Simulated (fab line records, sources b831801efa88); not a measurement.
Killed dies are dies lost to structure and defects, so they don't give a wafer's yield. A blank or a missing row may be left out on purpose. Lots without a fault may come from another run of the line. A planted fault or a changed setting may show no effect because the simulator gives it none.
A struck lot beside a sound one | flow sky130 | 16 steps out of a route of 708
Sound: wafers L419.1, L419.2, L419.6. Struck: wafers L414.2, L414.4. The cause comes at the end.
At each step with rows: each side's tool, then ch and its chambers, then its first start. Under that, the readings that differ: sound wafers | struck wafers | difference of the means | sigmas: that difference in standard deviations of wafers without a fault.
alike: readings whose means differ by less than 2 such deviations, and words and numbers that are the same on both sides. not compared: withheld readings, readings that some wafer has no value for, bounds like >300 that may hide the same value, and numbers for which the record gives no deviation and whose values overlap.
The two part at a step that has a row with sigmas, a row that says differs or no value, or rows on one side only. Numbers that don't overlap but have no deviation are shown without sigmas and don't part them. A reading that every wafer of one side lacks parts them only if that side has two wafers or more.

first, 1 step without rows for these wafers: SKY_FIELD_ISO_CVD_03 (deposits Si3N4 from DCS/NH3, target thk 165 nm, time 2830 s).
SKY_FIELD_ISO_THK_MEAS_04:
  sound on film_metro-02, day 4 17:39; struck on film_metro-01, day 3 15:55
  alike: FIELD_ISO_CVD_03_THK
then, 8 steps without rows for these wafers: SKY_FIELD_ISO_DEHYDRATE_05 (time 60 s); SKY_FIELD_ISO_HMDS_06 (prime time 60 s); SKY_FIELD_ISO_COAT_07 (resist thk 60 nm); SKY_FIELD_ISO_COAT_08 (resist thk 450 nm); SKY_FIELD_ISO_SOFTBAKE_09 (time 90 s); SKY_FIELD_ISO_EXPOSE_10 (exposes mask FOM, target cd 150 nm); SKY_FIELD_ISO_PEB_11; SKY_FIELD_ISO_DEVELOP_12 (develop time 60 s).
SKY_FIELD_ISO_CD_MEAS_13: target cd 150 nm.
  sound on cd_sem-01, day 7 16:25; struck on cd_sem-01, day 4 08:50
  alike: cd_nm
SKY_FIELD_ISO_ETCH_14: etches BARC in N2/H2, stops on SiO2, time 45.9 s, target depth 60 nm.
  sound on rie_diel-01 ch 0,2, day 7 16:32; struck on rie_diel-03 ch 0,3, day 4 08:56
  alike: drypump_motor_current_A, oes_product_au, throttle_valve_pct
  not compared: rf_hours_counter_h
SKY_FIELD_ISO_ETCH_15: etches the open film in CHF3/O2, stops on Si, target depth 180 nm, time 72 s.
  sound on rie_diel-01 ch 0,2, day 7 16:35; struck on rie_diel-03 ch 0,3, day 4 08:59
  reading                                          | sound             | struck      | difference | sigmas
  oes_product_au (a.u.)                            | 0.951 0.948 0.957 | 0.733 0.734 | -0.218     | -30
  throttle_valve_pct (%)                           | 8.834 8.846 8.860 | 8.783 8.782 | -0.064     | -8
  model.KrF-thick_of_FIELD_ISO_COAT_08.thk_nm (nm) | 235.3 233.3 235.4 | 303 303.8   | +69        |
  alike: drypump_motor_current_A
  not compared: rf_hours_counter_h
SKY_FIELD_ISO_STRIP_16: strips in O2/N2.
  sound on plasma_asher-02 ch 0,1, day 7 16:38; struck on plasma_asher-04 ch 0,1, day 4 09:02
  reading                      | sound             | struck      | difference | sigmas
  oes_product_au (a.u.)        | 0.368 0.378 0.380 | 0.403 0.412 | +0.032     | +6
  strip_time_to_endpoint_s (s) | 3.52 3.50 3.52    | 4.25 4.26   | +0.74      | +14
  alike: drypump_motor_current_A
  not compared: rf_hours_counter_h
SKY_FIELD_ISO_ETCH_17: etches Si in HBr/Cl2/O2, target depth 342 nm, time 97.7 s.
  sound on rie_si-02 ch 0,1, day 7 16:44; struck on rie_si-01 ch 1,2, day 4 09:08
  alike: HBr_flow_sccm, drypump_motor_current_A, oes_product_au, throttle_valve_pct
  not compared: rf_hours_counter_h
-- the record jumps here: 44 days lie between the struck wafers' starts before and after (it left off in module FIELD_ISO and takes up again in module PAD_OPEN, whose first step shown is number 708 of the route) --
SKY_PAD_OPEN_PROBE_99:
  sound on prober-02, day 52 11:50; struck on prober-02, day 48 12:05
  reading             | sound    | struck  | difference | sigmas
  killed_at_front_end | 7 8 6    | 434 427 | +424       | +96
  killed_dies         | 82 79 82 | 492 492 | +411       | +46
  killed_on_rim       | 17 18 18 | 96 96   | +78        | +21
  alike: killed_at_M0_to_M3, killed_at_M4_up, killed_at_contacts, killed_at_other, killed_open, killed_short

WHERE THEY PART
First at SKY_FIELD_ISO_ETCH_15; last, within this record, at SKY_PAD_OPEN_PROBE_99.

WHY: what the simulator had put in
Process parameter drift: rie_diel-03, from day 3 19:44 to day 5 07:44, at SKY_FIELD_ISO_ETCH_15. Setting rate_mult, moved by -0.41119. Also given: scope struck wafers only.
